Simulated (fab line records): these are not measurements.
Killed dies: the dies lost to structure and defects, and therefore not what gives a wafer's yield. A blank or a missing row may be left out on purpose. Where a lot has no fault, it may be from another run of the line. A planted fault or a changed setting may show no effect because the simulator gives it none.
Which tool is to blame? ; flow sky130 ; 36 wafers from 12 lots sampled at 5 of the route's 708 steps

WHAT EACH GAUGE READ, for each wafer
SKY_VT_ADJUST_HVTP_CD_MEAS_07: target cd 380 nm.
lot;measured;on;cdNm (nm)
L605;day 6 10:36;cdSem-02;376.7 378.0 379.3
L606;day 6 18:30;cdSem-02;378.9 382.7 381.3
L611;day 7 22:59;cdSem-02;383.1 382.6 383.5
L612;day 8 10:19;cdSem-02;383.0 384.9 380.6
L613;day 8 18:09;cdSem-01;381.5 381.1 381.7
L614;day 8 22:32;cdSem-01;376.0 378.8 380.3
L616;day 9 07:48;cdSem-01;384.9 384.7 385.3
L620;day 10 08:03;cdSem-02;382.7 384.0 381.1
L624;day 11 10:04;cdSem-02;380.6 379.5 378.7
L625;day 11 17:29;cdSem-01;382.5 379.7 380.0
L626;day 11 20:03;cdSem-01;377.5 379.5 380.0
L627;day 12 01:48;cdSem-02;381.6 382.6 379.2

SKY_VT_ADJUST_HVTP_TW_MEAS_11.
lot;measured;on;VT_ADJUST_HVTP_TW
L605;day 6 11:00;filmMetro-04;1390 1379 1397
L606;day 6 18:54;filmMetro-01;1335 1330 1326
L611;day 7 23:22;filmMetro-03;1385 1379 1370
L612;day 8 10:43;filmMetro-01;1147 1148 1144
L613;day 8 18:33;filmMetro-01;1146 1147 1142
L614;day 8 22:56;filmMetro-01;1340 1334 1334
L616;day 9 08:13;filmMetro-04;1178 1177 1180
L620;day 10 08:28;filmMetro-01;1339 1336 1346
L624;day 11 10:28;filmMetro-04;1377 1375 1381
L625;day 11 17:53;filmMetro-01;1329 1337 1333
L626;day 11 20:28;filmMetro-04;1376 1379 1385
L627;day 12 02:12;filmMetro-03;1372 1376 1375

SKY_VT_ADJUST_NCORE_CD_MEAS_07: target cd 380 nm.
lot;measured;on;cdNm (nm)
L605;day 8 23:33;cdSem-02;382.6 382.6 380.6
L606;day 9 08:03;cdSem-02;383.0 382.4 382.4
L611;day 10 15:16;cdSem-02;379.2 377.7 380.2
L612;day 11 03:00;cdSem-01;378.5 380.1 378.0
L613;day 11 10:20;cdSem-01;383.2 383.1 383.6
L614;day 11 17:11;cdSem-01;382.6 382.5 380.1
L616;day 12 04:26;cdSem-01;379.6 382.2 377.9
L620;day 13 09:21;cdSem-01;381.4 380.6 380.2
L624;day 14 13:31;cdSem-01;380.5 380.2 378.9
L625;day 14 22:54;cdSem-02;380.9 380.3 378.7
L626;day 15 01:05;cdSem-02;377.9 378.3 377.2
L627;day 15 07:13;cdSem-01;375.2 374.9 375.1

TOOL THAT RAN EACH LOT (tool first, then ch and the chambers of the sampled wafers, then the start)
lot;SKY_FIELD_ISO_CMP_27;SKY_VT_ADJUST_HVTP_IMPLANT_09
L605;cmp-01 ch 0,1,3, day 2 15:34;implanter-01 ch 0, day 6 10:46
L606;cmp-01 ch 0,3, day 2 21:01;implanter-04 ch 0, day 6 18:40
L611;cmp-02 ch 0,1,3, day 3 21:31;implanter-03 ch 0, day 7 23:09
L612;cmp-02 ch 1,3, day 4 03:01;implanter-03 ch 0, day 8 10:29
L613;cmp-02 ch 0,2,3, day 4 12:48;implanter-03 ch 0, day 8 18:18
L614;cmp-01 ch 2,3, day 4 17:02;implanter-01 ch 0, day 8 22:41
L616;cmp-02 ch 0,2,3, day 4 23:58;implanter-03 ch 0, day 9 07:58
L620;cmp-02 ch 0,2,3, day 5 21:47;implanter-04 ch 0, day 10 08:13
L624;cmp-01 ch 1,2,3, day 6 19:23;implanter-04 ch 0, day 11 10:14
L625;cmp-02 ch 0,3, day 7 02:01;implanter-04 ch 0, day 11 17:38
L626;cmp-01 ch 0,1,3, day 7 05:22;implanter-04 ch 0, day 11 20:13
L627;cmp-01 ch 0,1,2, day 7 07:27;implanter-01 ch 0, day 12 01:58
- SKY_FIELD_ISO_CMP_27: polishes, stops on Si3N4, t overpolish 16 s, target thk 457.8 nm.
- SKY_VT_ADJUST_HVTP_IMPLANT_09

AS READ BY THE TOOLS THEMSELVES (means over the sampled wafers that have a number; for cases with no such wafer, the mark the record gives instead)
SKY_FIELD_ISO_CMP_27.
lot;tool;motorCurrentA (A);overpolishRunS (s);retainingRingPressureFrac;timeToEndpointS (s)
L605;cmp-01;11.2;16.001;1.002;113
L606;cmp-01;11.7;16.005;0.999;116
L611;cmp-02;12.1;16.003;1.003;112
L612;cmp-02;13.1;15.999;0.997;113
L613;cmp-02;14.0;16.001;1.003;104
L614;cmp-01;10.6;16.004;0.998;114
L616;cmp-02;14.2;16.004;0.998;101
L620;cmp-02;14.0;16.001;0.999;104
L624;cmp-01;11.7;15.999;0.996;113
L625;cmp-02;12.8;16.002;1.002;104
L626;cmp-01;11.1;15.996;1.001;112
L627;cmp-01;12.3;16.000;1.000;110

SKY_VT_ADJUST_HVTP_IMPLANT_09.
lot;tool;doseIonsCm2;faradayCurrentUA
L605;implanter-01;4.297e+12;24.1
L606;implanter-04;4.300e+12;24.5
L611;implanter-03;4.306e+12;24.4
L612;implanter-03;2.671e+12;15.0
L613;implanter-03;2.663e+12;14.9
L614;implanter-01;4.296e+12;24.5
L616;implanter-03;2.665e+12;15.2
L620;implanter-04;4.302e+12;24.4
L624;implanter-04;4.300e+12;24.0
L625;implanter-04;4.298e+12;23.6
L626;implanter-04;4.294e+12;24.5
L627;implanter-01;4.305e+12;24.1

THE ANSWER, worked out from the rows above alone
Rule: the lots themselves supply what counts as usual. The widest of any qualifying gaps counts: lots, ordered by their means at a reading, are off when they make up no more than a third of the lots, leave a main group of 4 or more, and stand apart from it by 3 or more times the standard deviation of that group's means. The tables above print the reading to a certain number of digits; a main group whose means all agree to those digits is not used. Also off: a lot with no number at a reading for which 4 or more lots have one. All remaining lots with rows at the step are treated as sound. First the gauges in route order, then the tools' own readings, where a lot's mean is used as printed above. The first step at which some lot is off is used, and at that step the reading that is off furthest; a lot without a number counts as furthest.
Off: L612, L613, L616, seen at SKY_VT_ADJUST_HVTP_TW_MEAS_11 (VT_ADJUST_HVTP_TW). For the main group the mean is 1360 and the standard deviation 23.
A tool fits if, at a process step before that reading, it ran every lot that is off, and no sound lot after the first of them. Not tried: the gauges at SKY_VT_ADJUST_HVTP_TW_MEAS_11; whatever is off there is also off at SKY_VT_ADJUST_HVTP_IMPLANT_09, on other tools, and gauge error can't account for it. One fits: implanter-03 at SKY_VT_ADJUST_HVTP_IMPLANT_09. A fault onset in the window from L611 (day 7 23:09, its last sound lot) to L612 (day 8 10:29, its first lot off) fits.
The tool's own readings at SKY_VT_ADJUST_HVTP_IMPLANT_09 bear it out: on the lots that are off they differ by more than 5 times the standard deviation of the sound lots' means. doseIonsCm2 reads 2.666e+12 there against 4.300e+12 on the sound lots; faradayCurrentUA reads 15.0 there against 24.2 on the sound lots.

WHAT WAS PUT IN BY THE SIMULATOR
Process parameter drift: implanter-03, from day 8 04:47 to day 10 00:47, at SKY_VT_ADJUST_HVTP_IMPLANT_09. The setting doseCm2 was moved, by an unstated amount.
Shown lots that were struck: L612, L613, L616. The rule given above showed the same thing.
